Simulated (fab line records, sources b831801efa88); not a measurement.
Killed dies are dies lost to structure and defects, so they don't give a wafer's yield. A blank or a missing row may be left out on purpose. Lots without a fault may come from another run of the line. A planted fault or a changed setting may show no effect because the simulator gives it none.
A struck lot beside a sound one | flow sky130 | 17 steps out of a route of 708
Sound: wafers L970.1, L970.3, L970.6. Struck: wafers L976.1, L976.2, L976.4. The cause comes at the end.
At each step with rows: each side's tool, then ch and its chambers, then its first start. Under that, the readings that differ: sound wafers | struck wafers | difference of the means | sigmas: that difference in standard deviations of wafers without a fault.
alike: readings whose means differ by less than 2 such deviations, and words and numbers that are the same on both sides. not compared: withheld readings, readings that some wafer has no value for, bounds like >300 that may hide the same value, and numbers for which the record gives no deviation and whose values overlap.
The two part at a step that has a row with sigmas, a row that says differs or no value, or rows on one side only. Numbers that don't overlap but have no deviation are shown without sigmas and don't part them. A reading that every wafer of one side lacks parts them only if that side has two wafers or more.

SKY_LDD_HVP_STRIP_09: strips in O2/N2.
  sound on plasma_asher-02 ch 1, day 26 00:40; struck on plasma_asher-04 ch 0,1, day 27 21:34
  reading                      | sound             | struck            | difference | sigmas
  strip_time_to_endpoint_s (s) | 4.169 4.152 4.156 | 4.131 4.121 4.120 | -0.035     | -2
  alike: drypump_motor_current_A, oes_product_au
  not compared: rf_hours_counter_h
SKY_LDD_HVP_TW_MEAS_10:
  sound on film_metro-04, day 26 00:46; struck on film_metro-02, day 27 21:40
  reading    | sound       | struck      | difference | sigmas
  LDD_HVP_TW | 462 463 462 | 449 449 447 | -14        | -2
then, 7 steps without rows for these wafers: SKY_LDD_LDN_DEHYDRATE_00 (time 60 s); SKY_LDD_LDN_HMDS_01 (prime time 60 s); SKY_LDD_LDN_COAT_02 (resist thk 1140 nm); SKY_LDD_LDN_SOFTBAKE_03 (time 60 s); SKY_LDD_LDN_EXPOSE_04 (exposes mask LDNTM, target cd 700 nm); SKY_LDD_LDN_PEB_05; SKY_LDD_LDN_DEVELOP_06 (develop time 60 s).
SKY_LDD_LDN_OVL_MEAS_07:
  sound on overlay-02, day 27 05:35; struck on overlay-02, day 29 01:26
  alike: LDD_LDN_OVL
then, 2 steps without rows for these wafers: SKY_LDD_LDN_IMPLANT_08; SKY_LDD_LDN_IMPLANT_09.
SKY_LDD_LDN_IMPLANT_10:
  sound on implanter-03 ch 0, day 27 05:55; struck on implanter-04 ch 0, day 29 01:46
  reading            | sound                            | struck                        | difference | sigmas
  dose_ions_cm2      | 1.2508e+13 1.2507e+13 1.2503e+13 | 7.129e+12 7.142e+12 7.115e+12 | -5.377e+12 | -99 or more
  faraday_current_uA | 70.4 70.9 71.5                   | 38.9 38.2 39.7                | -32.0      | -25
then, 1 step without rows for these wafers: SKY_LDD_LDN_IMPLANT_11.
SKY_LDD_LDN_STRIP_12: strips in O2/N2.
  sound on plasma_asher-02 ch 1, day 27 06:13; struck on plasma_asher-03 ch 0,1, day 29 02:04
  reading                     | sound       | struck      | difference | sigmas
  drypump_motor_current_A (A) | 4.8 4.7 4.7 | 6.2 5.3 6.2 | +1.2       | +2
  alike: oes_product_au, strip_time_to_endpoint_s
  not compared: rf_hours_counter_h
SKY_LDD_LDN_TW_MEAS_13:
  sound on film_metro-01, day 27 06:19; struck on film_metro-01, day 29 02:10
  reading    | sound          | struck         | difference | sigmas
  LDD_LDN_TW | 1459 1464 1455 | 1403 1410 1403 | -54        | -3
then, 1 step without rows for these wafers: SKY_LDD_LDN_CLEAN_14 (cleans in SC1/SC2, time 150 s).

WHERE THEY PART
First at SKY_LDD_HVP_STRIP_09; last, within this record, at SKY_LDD_LDN_TW_MEAS_13.

WHY: what the simulator had put in
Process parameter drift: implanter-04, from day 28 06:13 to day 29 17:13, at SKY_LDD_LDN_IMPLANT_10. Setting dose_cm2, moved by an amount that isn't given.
